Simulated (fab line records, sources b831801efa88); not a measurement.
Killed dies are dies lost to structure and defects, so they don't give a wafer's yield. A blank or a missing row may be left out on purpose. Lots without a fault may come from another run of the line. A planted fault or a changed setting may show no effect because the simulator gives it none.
Problem report in the 8D (eight disciplines) form, filled by code | flow sky130 | the parts of the form that need people (team, actions taken, sign-off) are left out

1. THE PROBLEM
strip_time_to_endpoint_s at SKY_CONTACT_STRIP_19 reads a mean of 3.064 s on 3 wafers of 2 lots; wafers without a fault read 3.617 s with a standard deviation of 0.029. That is -19 standard deviations from the usual mean.
The step: strips in O2/N2.
First seen on wafer L276.2, day 36 15:19, on plasma_asher-04. The record holds 33 wafers of 11 lots with a number at this step. Rule for "out", or "out of limits": more than 4 standard deviations from the usual mean. The other wafers with a number count as sound.

2. WHAT IT IS AND WHAT IT IS NOT
question                    | is                               | is not
which readings at this step | strip_time_to_endpoint_s         | chamber_pressure_mTorr, drypump_motor_current_A
which lots                  | L276, L278                       | L264, L265, L266, L267, L269, L280, L281, L282, L283
which wafers of those lots  | L276.2, L276.4, L278.5           | L276.6, L278.3, L278.6
read on which tools         | plasma_asher-03, plasma_asher-04 | plasma_asher-02
when                        | from day 36 15:19                | up to then (16 sound wafers); but 14 sound wafers of L278, L280, L281, L282, L283 came after

3. SUSPECTS, AND WHAT RULES EACH OUT
Counting: a tool at a process step up to the reading stays a suspect if it ran every lot that is out. Sound lots after the first of them don't rule it out here, since some wafers of a struck lot are sound.
- litho_track-01 at SKY_CONTACT_COAT_09 (resist thk 450 nm): kept. It ran every lot that is out, first L276 (day 36 02:00); its last sound lot up to then is L267 (day 33 13:00).
Left after counting: litho_track-01 at SKY_CONTACT_COAT_09.

4. THE CAUSE (what the simulator had put in)
Process parameter drift: litho_track-01, from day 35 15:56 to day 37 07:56, at SKY_CONTACT_COAT_09. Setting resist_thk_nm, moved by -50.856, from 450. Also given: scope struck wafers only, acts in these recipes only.
Counting left only this tool.

5. THE CHAIN OF EFFECTS, in route order
Each row: a reading whose mean over the struck wafers that have a number lies more than 3 standard deviations from the usual. Only readings for which the record gives a usual standard deviation are gone through. hours: the time from each lot's start at the first step in this table that gives one to its start at this step, as a median over the lots. sigmas: the change in usual standard deviations.
hours | step                 | reading                  | usual      | on struck wafers | change | sigmas
0     | SKY_CONTACT_STRIP_19 | oes_product_au           | 0.381 a.u. | 0.358            | -0.023 | -4.7
0     | SKY_CONTACT_STRIP_19 | strip_time_to_endpoint_s | 3.617 s    | 3.064            | -0.553 | -19
The process steps in it:
- SKY_CONTACT_STRIP_19: strips in O2/N2.
Later measuring or inspecting steps at which every struck wafer that the step has a row for has a number for every such reading, and none has moved that far: SKY_VIA1_CD_MEAS_12.

6. WHAT WOULD HAVE CAUGHT IT SOONER
In this record the first reading out of limits was taken at day 36 15:19, 23 hours after the fault began at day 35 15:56.
Of the tool readings at SKY_CONTACT_COAT_09 for which the record gives a usual standard deviation, none was out on any struck wafer, so an alarm limit of 4 standard deviations on them would not have fired.
Of the lots that are out (2), L278 began SKY_CONTACT_COAT_09 on litho_track-01 after day 36 15:19. A hold on the tool at that time would have spared it.
